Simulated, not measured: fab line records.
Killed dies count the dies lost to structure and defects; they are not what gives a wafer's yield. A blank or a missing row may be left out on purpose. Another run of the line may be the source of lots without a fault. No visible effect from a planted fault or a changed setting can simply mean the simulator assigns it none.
What tool caused it? ; flow gf180mcu ; 6 lots, 18 wafers sampled, at 3 steps of a route of 602

## WHAT THE GAUGES SHOWED, per wafer
GF_CONTACT_CD_MEAS_14: target cd 220 nm.
lot;measured;on;cd nm (nm)
L787;day 16 21:13;cd sem-02;219.0 218.3 218.3
L789;day 17 17:58;cd sem-01;220.1 219.2 219.5
L792;day 18 15:38;cd sem-02;219.8 218.7 219.1
L801;day 21 10:10;cd sem-02;216.7 213.0 202.9
L806;day 23 01:25;cd sem-01;219.2 221.3 220.8
L809;day 24 05:04;cd sem-01;222.0 219.1 219.9

## TOOL THAT RAN EACH LOT (tool first, then ch and the chambers of the sampled wafers, then the start)
lot;GF_CONTACT_CMP_04;GF_CONTACT_EXPOSE_11
L787;cmp-01 ch 0,2,3, day 15 22:53;krf scanner-01 ch 0, day 16 10:46
L789;cmp-02 ch 1,3, day 16 18:35;krf scanner-01 ch 0, day 17 05:58
L792;cmp-02 ch 2,3, day 17 15:58;krf scanner-02 ch 0, day 18 03:35
L801;cmp-01 ch 0,2, day 20 10:47;krf scanner-02 ch 0, day 20 23:32
L806;cmp-01 ch 0,1,3, day 22 02:33;krf scanner-01 ch 0, day 22 13:46
L809;cmp-02 ch 1,2,3, day 23 06:34;krf scanner-01 ch 0, day 23 18:22
- GF_CONTACT_CMP_04: polishes SiO2.
- GF_CONTACT_EXPOSE_11: exposes mask Contact, target cd 220 nm.

## THE ANSWER, worked out from the rows above alone
Rule: usual is defined by the lots themselves. The widest of any qualifying gaps counts: lots, ordered by their means at a reading, are off when they make up no more than a third of the lots, leave a main group of 4 or more, and stand apart from it by 3 or more times the standard deviation of that group's means. The tables above print the reading to a certain number of digits; a main group whose means all agree to those digits is not used. A lot without any number at a reading at which 4 lots or more have one is off too. Where the step has rows for the other lots, those lots are counted as sound.
Off, at GF_CONTACT_CD_MEAS_14 on cd nm: L801. Main group: mean 219.6 nm, sd 0.71.
A tool fits if, at a process step before that reading, it ran every lot that is off, and no sound lot after the first of them. Those tools and the gauges at GF_CONTACT_CD_MEAS_14 are tried in the same way. Can't be told from this: 2 tools fit, krf scanner-02 at GF_CONTACT_EXPOSE_11, cd sem-02 at GF_CONTACT_CD_MEAS_14.

## WHAT THE SIMULATOR HAD PUT IN
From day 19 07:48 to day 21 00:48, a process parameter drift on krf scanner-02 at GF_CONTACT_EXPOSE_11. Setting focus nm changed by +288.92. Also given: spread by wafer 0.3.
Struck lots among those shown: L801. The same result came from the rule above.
